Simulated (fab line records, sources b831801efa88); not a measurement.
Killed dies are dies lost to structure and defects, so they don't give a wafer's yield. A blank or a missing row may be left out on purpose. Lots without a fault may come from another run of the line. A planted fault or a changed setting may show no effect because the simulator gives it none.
A struck lot beside a sound one | flow sky130 | 15 steps out of a route of 708
Sound: wafers L376.2, L376.4, L376.5. Struck: wafer L381.4. (L381.1, L381.6 of the same lot were not struck and are left out.) The cause comes at the end.
At each step with rows: each side's tool, then ch and its chambers, then its first start. Under that, the readings that differ: sound wafers | struck wafers | difference of the means | sigmas: that difference in standard deviations of wafers without a fault.
alike: readings whose means differ by less than 2 such deviations, and words and numbers that are the same on both sides. not compared: withheld readings, readings that some wafer has no value for, bounds like >300 that may hide the same value, and numbers for which the record gives no deviation and whose values overlap.
The two part at a step that has a row with sigmas, a row that says differs or no value, or rows on one side only. Numbers that don't overlap but have no deviation are shown without sigmas and don't part them. A reading that every wafer of one side lacks parts them only if that side has two wafers or more.

SKY_VIA3_STRIP_16: strips in O2/N2.
  sound on plasma_asher-02 ch 0,1, day 41 05:23; struck on plasma_asher-03 ch 0, day 42 07:20
  alike: drypump_motor_current_A, oes_product_au, strip_time_to_endpoint_s
  not compared: rf_hours_counter_h
then, 3 steps without rows for these wafers: SKY_VIA3_STRIP_17 (strips in post etch residue remover, time 1200 s); SKY_VIA3_CLEAN_18 (cleans in IPA, time 180 s); SKY_VIA3_CLEAN_19 (cleans in O3/DIW).
SKY_VIA3_SPUTTER_20: material TiN, target thk 20 nm, time 80 s.
  sound on pvd_sputter-03, day 41 05:58; struck on pvd_sputter-02, day 42 07:57
  alike: throttle_valve_pct
then, 1 step without rows for these wafers: SKY_VIA3_CVD_21 (deposits W, target thk 390 nm, time 117.31 s).
SKY_VIA3_RS_MEAS_22: measures by four-point-probe.
  sound on film_metro-03, day 41 06:11; struck on film_metro-04, day 42 08:08
  alike: VIA3_W_RS
SKY_VIA3_THK_MEAS_23: measures by xrf.
  sound on film_metro-03, day 41 06:17; struck on film_metro-04, day 42 08:16
  alike: VIA3_W_THK
SKY_VIA3_CMP_24: polishes, stops on SiO2, t overpolish 20 s, target thk 0 nm.
  sound on cmp-01 ch 0,1, day 41 06:20; struck on cmp-02 ch 1, day 42 08:22
  alike: motor_current_A, overpolish_run_s, time_to_endpoint_s
SKY_METAL4_SPUTTER_00: material Ti, target thk 15 nm, time 10 s.
  sound on pvd_sputter-01, day 41 06:38; struck on pvd_sputter-01, day 42 08:37
  alike: throttle_valve_pct
then, 2 steps without rows for these wafers: SKY_METAL4_SPUTTER_01 (material TiN, target thk 20 nm, time 16.7 s); SKY_METAL4_SPUTTER_02 (material AlCu, target thk 735 nm, time 39.1 s).
SKY_METAL4_SPUTTER_03: material Ti, target thk 5 nm, time 3.3 s.
  sound on pvd_sputter-01, day 41 06:43; struck on pvd_sputter-01, day 42 08:42
  reading                                   | sound             | struck | difference | sigmas
  model.Ti_of_METAL4_SPUTTER_03.thk_nm (nm) | 4.812 4.905 4.816 | 1.572  | -3.272     |
  alike: throttle_valve_pct
SKY_METAL4_SPUTTER_04: material TiN, target thk 70 nm, time 58.3 s.
  sound on pvd_sputter-01, day 41 06:44; struck on pvd_sputter-01, day 42 08:43
  alike: throttle_valve_pct
-- the record jumps here: 6 days lie between the struck wafers' starts before and after (it left off in module METAL4 and takes up again in module PAD_OPEN, whose first step shown is number 708 of the route) --
SKY_PAD_OPEN_PROBE_99:
  sound on prober-02, day 47 02:20; struck on prober-01, day 48 00:08
  alike: defect_limited_yield, killed_at_M0_to_M3, killed_at_M4_up, killed_at_contacts, killed_at_front_end, killed_at_other, killed_dies, killed_open, killed_short, sort_bin_3_pad_short, sort_bin_5_function, sort_bin_6_memory, sort_n_pass, sort_yield_pct

WHERE THEY PART
Nowhere in this record.

WHY: what the simulator had put in
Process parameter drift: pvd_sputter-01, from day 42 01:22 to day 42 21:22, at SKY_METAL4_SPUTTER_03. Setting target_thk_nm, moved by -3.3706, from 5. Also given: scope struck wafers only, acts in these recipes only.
